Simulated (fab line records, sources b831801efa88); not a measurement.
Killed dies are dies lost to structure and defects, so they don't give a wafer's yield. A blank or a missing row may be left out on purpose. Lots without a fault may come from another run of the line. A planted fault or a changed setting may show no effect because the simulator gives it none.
One fault seen from 2 desks | flow gf180mcu | each desk has only its own numbers; what lay behind them comes last

THE TOOL OWNER'S DESK: rtp_anneal-02
The tool's own readings at GF_SALICIDE_RTA_08 (time 30 s): means of the sampled wafers that have a number, for each lot that ran on this tool. A lot is out of limits, marked OUT, if its mean lies more than 4 standard deviations from the usual mean; the brackets give that distance.
Columns: A = lamp_power_pct at GF_SALICIDE_RTA_08, usual 16.9 %; B = wafer_temp_C_max at GF_SALICIDE_RTA_08, usual 803.6
lot  | first seen here | A               | B
L521 | day 19 23:46    | 15.8            | 804.1
L522 | day 20 02:57    | 12.1 (-5.2) OUT | 719.3 (-70) OUT
L524 | day 20 19:33    | 12.1 (-5.2) OUT | 719.6 (-70) OUT
This desk's finding: out of limits on L522, L524; first on L522, day 20 02:57 (lamp_power_pct at GF_SALICIDE_RTA_08). In limits: L521.

THE METROLOGY DESK
What the gauges read, lot by lot, whatever tool the lot ran on: means of the sampled wafers that have a number. A lot is out of limits, marked OUT, if its mean lies more than 4 standard deviations from the usual mean; the brackets give that distance.
Columns: A = SAB_OVL at GF_SAB_OVL_MEAS_10, usual 0.6 nm; B = SALICIDE_TIN_RS at GF_SALICIDE_RS_MEAS_04, usual 16.38 ohm/sq; C = SALICIDE_TIN_THK at GF_SALICIDE_THK_MEAS_05, usual 20.14 nm
lot  | first seen here | A    | B     | C
L511 | day 16 03:16    | -0.3 | 16.81 | 20.12
L521 | day 19 22:58    | -0.5 | 16.08 | 20.10
L522 | day 20 02:09    | 0.4  | 16.26 | 19.98
L523 | day 20 16:43    | 0.6  | 16.73 | 19.80
L524 | day 20 18:43    | -0.3 | 16.50 | 20.57
L529 | day 22 16:46    | -0.7 | 16.43 | 20.25
This desk's finding: nothing out of limits on any of the 6 lots.

PUT TOGETHER
The tool owner's desk could have raised an alarm at day 20 02:57, on L522, L524.
The metrology desk saw nothing out of limits.
The metrology desk has L522, L524 on record, within its limits.
Of the lots named, all ran GF_SALICIDE_RTA_08 on rtp_anneal-02.

WHAT THE SIMULATOR HAD PUT IN
Process parameter drift: rtp_anneal-02, from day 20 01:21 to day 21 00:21, at GF_SALICIDE_RTA_08. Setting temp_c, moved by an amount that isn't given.
Lots struck among those shown: L522, L524.
Hours from the fault's start to each desk's first reading out of limits: the tool owner's desk, 2.
